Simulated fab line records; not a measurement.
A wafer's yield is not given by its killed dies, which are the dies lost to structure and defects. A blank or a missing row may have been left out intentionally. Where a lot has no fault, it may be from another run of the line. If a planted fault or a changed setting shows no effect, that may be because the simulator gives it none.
A struck lot beside a sound one || flow sky130 || 14 steps out of a route of 708
Sound: the wafers L155.2, L155.4, L155.5. Struck: wafer L151.5; the same lot's L151.1 was not struck, so it is left out; see the end for the cause.
Per side, at each step with rows, come the tool, then ch with its chambers, and then its first start. Under that, the readings that differ: sound wafers || struck wafers || difference of the means || sigmas: that difference in standard deviations of wafers without a fault.
alike: same words and numbers on both sides, and readings whose means sit less than 2 such deviations apart. not compared: any withheld reading, any reading some wafer has no value for, any bound like >300 that may hide the same value, and any number with overlapping values for which the record gives no deviation.
The two part at a step that has a row with sigmas, a row that says differs or no value, or rows on one side only. Non-overlapping numbers with no deviation appear without sigmas and do not part them. A reading missing from all wafers of one side parts the sides only when that side holds two or more wafers.

SKY_NWELL_OVL_MEAS_23:
  sound: overlay-02 at day 10 00:49; struck: overlay-01 at day 9 03:00
  alike: NWELL_01_OVL
next, for these wafers, 1 step has no rows: SKY_NWELL_IMPLANT_24.
SKY_NWELL_STRIP_25: strips in O2/N2.
  sound on plasmaAsher-01 ch 0,1, day 10 01:00; struck on plasmaAsher-04 ch 1, day 9 03:11
{"reading": "oesProductAu (a.u.)", "sound": "0.720 0.727 0.727", "struck": 0.716, "difference": -0.009, "sigmas": -2}
{"reading": "stripTimeToEndpointS (s)", "sound": "36.79 36.89 36.82", "struck": 37.04, "difference": "+0.21", "sigmas": "+2"}
  alike: drypumpMotorCurrentA
  not compared: rfHoursCounterH
SKY_NWELL_TW_MEAS_26:
  sound: filmMetro-04 at day 10 01:07; struck: filmMetro-01 at day 9 03:17
  alike: NWELL_2_TW
then, 1 step without rows for these wafers: SKY_NWELL_CLEAN_27 (cleans in SC1/SC2, time 150 s).
SKY_NWELL_RTA_28: time 30 s.
  sound on rtpAnneal-01 ch 0, day 10 01:14; struck on rtpAnneal-01 ch 0, day 9 03:25
  alike: annealTempCMax, lampPowerPct, wafer_temp_C_max
SKY_NWELL_RS_MEAS_29: measures by four-point-probe.
  sound: filmMetro-04 at day 10 01:20; struck: filmMetro-04 at day 9 03:31
  alike: NWELL_RS
SKY_NWELL_RS_MEAS_31: measures by four-point-probe.
  sound: filmMetro-04 at day 10 01:34; struck: filmMetro-04 at day 9 03:45
  alike: PWDE_RS
then, 3 steps without rows for these wafers: SKY_VT_ADJUST_HVTP_DEHYDRATE_00 (time 60 s); SKY_VT_ADJUST_HVTP_HMDS_01 (prime time 60 s); SKY_VT_ADJUST_HVTP_COAT_02 (resist thk 1140 nm).
SKY_VT_ADJUST_HVTP_SOFTBAKE_03: time 60 s.
  sound on lithoTrack-04 ch 0, day 10 12:58; struck on lithoTrack-01 ch 0, day 9 15:00
{"reading": "runLengthS (s)", "sound": "89.14 89.43 89.20", "struck": 97.43, "difference": "+8.17", "sigmas": "+68"}
then, 1 step without rows for these wafers: SKY_VT_ADJUST_HVTP_EXPOSE_04 (exposes mask HVTPM, target cd 380 nm).
SKY_PAD_OPEN_PROBE_99:
  the record holds rows for the sound wafers here (prober-02, day 51 08:45) but none for the struck ones

## WHERE THEY PART
Earliest at SKY_NWELL_STRIP_25; latest, in this record, at SKY_PAD_OPEN_PROBE_99.

WHY: what had been put in by the simulator
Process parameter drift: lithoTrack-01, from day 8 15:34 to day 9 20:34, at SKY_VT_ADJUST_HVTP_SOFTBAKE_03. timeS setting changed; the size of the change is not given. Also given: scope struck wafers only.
